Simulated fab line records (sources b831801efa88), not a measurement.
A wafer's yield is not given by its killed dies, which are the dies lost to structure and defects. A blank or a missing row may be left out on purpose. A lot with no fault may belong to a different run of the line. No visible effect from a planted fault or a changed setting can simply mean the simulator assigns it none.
2 desks looking at one fault + flow sky130 + every desk sees just its own numbers, and what lay behind them comes last

METROLOGY DESK
What the gauges read, lot by lot, whatever tool the lot ran on: means of the sampled wafers that have a number. A lot is out of limits, marked OUT, if its mean lies more than 4 standard deviations from the usual mean; the brackets give that distance.
Columns: A = LDD_P_TW at SKY_LDD_P_TW_MEAS_11, usual 636.2; B = cdNm at SKY_LI_CONTACT_CD_MEAS_12, usual 170.4 nm; C = CONTACT_HDPCVD_THK at SKY_CONTACT_THK_MEAS_03, usual 565 nm
| lot  | first seen here | A               | B     | C   |
|------|-----------------|-----------------|-------|-----|
| L623 | day 18 16:34    | 633.1           | 172.2 | 558 |
| L624 | day 19 05:04    | 635.1           | 169.4 | 567 |
| L626 | day 19 23:34    | 635.4           | 170.1 | 562 |
| L630 | day 21 22:19    | 637.3           | 165.8 | 567 |
| L629 | day 21 23:52    | 633.7           | 172.0 | 566 |
| L632 | day 22 14:01    | 635.8           | 169.7 | 567 |
| L635 | day 24 03:55    | 633.5           | 172.0 | 560 |
| L638 | day 24 12:34    | 586.9 (-19) OUT | 170.2 | 563 |
| L639 | day 24 18:34    | 634.7           | 171.2 | 563 |
| L640 | day 25 12:25    | 585.3 (-20) OUT | 172.2 | 562 |
| L643 | day 26 16:35    | 636.0           | 169.7 | 567 |
| L644 | day 26 20:57    | 635.3           | 170.7 | 571 |
This desk's result: L638, L640 out of limits, first on L638 (LDD_P_TW at SKY_LDD_P_TW_MEAS_11), day 24 12:34. Within limits: L623, L624, L626, L630, L629, L632, L635, L639, L643, L644.

FOR THE TOOL OWNER'S DESK: implanter-03
For each lot that ran on this tool, the mean over its sampled wafers that have a number, from the tool's own readings at SKY_LDD_P_IMPLANT_09. A lot is out of limits, marked OUT, if its mean lies more than 4 standard deviations from the usual mean; the brackets give that distance.
Columns: A = beamOnS at SKY_LDD_P_IMPLANT_09, usual 9.98 s; B = faradayCurrentUA at SKY_LDD_P_IMPLANT_09, usual 56.5
| lot  | first seen here | A              | B              |
|------|-----------------|----------------|----------------|
| L624 | day 19 04:49    | 9.96           | 56.5           |
| L632 | day 22 13:47    | 10.03          | 56.2           |
| L635 | day 24 03:40    | 10.18          | 55.4           |
| L638 | day 24 12:19    | 7.76 (-12) OUT | 72.7 (+16) OUT |
| L640 | day 25 12:11    | 7.69 (-12) OUT | 73.2 (+17) OUT |
Finding of this desk: L638, L640 out of limits; the first was L638 at day 24 12:19, on beamOnS at SKY_LDD_P_IMPLANT_09. Within limits: L624, L632, L635.

PUT TOGETHER
An alarm could have come from the tool owner's desk at day 24 12:19, on L638, L640.
The metrology desk could have raised an alarm at day 24 12:34, on L638, L640.
The lots listed all ran SKY_LDD_P_IMPLANT_09 on implanter-03.

WHAT THE SIMULATOR HAD PUT IN
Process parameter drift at SKY_LDD_P_IMPLANT_09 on implanter-03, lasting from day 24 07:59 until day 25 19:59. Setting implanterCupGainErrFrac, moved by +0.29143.
Struck lots among those shown: L638, L640.
Counting hours from when the fault started, the first reading out of limits came at 4 for the tool owner's desk and at 5 for the metrology desk.
